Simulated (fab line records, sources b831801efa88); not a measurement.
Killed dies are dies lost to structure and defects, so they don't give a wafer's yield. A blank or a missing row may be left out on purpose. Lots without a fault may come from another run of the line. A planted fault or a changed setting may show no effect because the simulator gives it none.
One fault seen from 2 desks | flow sfq_line | each desk has only its own numbers; what lay behind them comes last

THE METROLOGY DESK
What the gauges read, lot by lot, whatever tool the lot ran on: means of the sampled wafers that have a number. A lot is out of limits, marked OUT, if its mean lies more than 4 standard deviations from the usual mean; the brackets give that distance.
Columns: A = I6_OVL at SFQ_I6_OVL_MEAS_942, usual -3 nm; B = M7_NB_RS at SFQ_M7_RS_MEAS_943, usual 0.891 ohm/sq
lot  | first seen here | A   | B
L355 | day 76 06:54    | -4  | 0.886
L364 | day 78 17:30    | -2  | 0.894
L370 | day 83 22:39    | -2  | 0.885
L372 | day 84 02:15    | -3  | 0.892
L376 | day 84 18:28    | -11 | 0.885
This desk's finding: nothing out of limits on any of the 5 lots.

THE TOOL OWNER'S DESK: pvd_sputter-05
The tool's own readings at SFQ_TRILAYER_M7_DEP_SPUTTER_175 (material Nb, target thk 200 nm, time 133.3 s): means of the sampled wafers that have a number, for each lot that ran on this tool. A lot is out of limits, marked OUT, if its mean lies more than 4 standard deviations from the usual mean; the brackets give that distance.
Columns: A = base_pressure_pa at SFQ_TRILAYER_M7_DEP_SPUTTER_175, usual 1.33e-06 Pa; B = chamber_pressure_pa at SFQ_TRILAYER_M7_DEP_SPUTTER_175, usual 0.13332 Pa; C = throttle_valve_pct at SFQ_TRILAYER_M7_DEP_SPUTTER_175, usual 30.3 %
lot  | first seen here | A        | B                 | C
L355 | day 76 07:53    | 1.36e-06 | 0.13366           | 29.9
L364 | day 78 18:29    | 1.37e-06 | 0.12302 (-37) OUT | 32.7
L372 | day 84 03:50    | 1.31e-06 | 0.13337           | 29.7
This desk's finding: out of limits on L364; first on L364, day 78 18:29 (chamber_pressure_pa at SFQ_TRILAYER_M7_DEP_SPUTTER_175). In limits: L355, L372.

PUT TOGETHER
The tool owner's desk could have raised an alarm at day 78 18:29, on L364.
The metrology desk saw nothing out of limits.
The metrology desk has L364 on record, within its limits.
Of the lots named, all ran SFQ_TRILAYER_M7_DEP_SPUTTER_175 on pvd_sputter-05.

WHAT THE SIMULATOR HAD PUT IN
Process parameter drift: pvd_sputter-05, from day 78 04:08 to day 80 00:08, at SFQ_TRILAYER_M7_DEP_SPUTTER_175. Setting chamber_pressure_pa, moved by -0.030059, from 0.1333. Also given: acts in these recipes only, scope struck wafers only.
Lots struck among those shown: L364.
Hours from the fault's start to each desk's first reading out of limits: the tool owner's desk, 14.
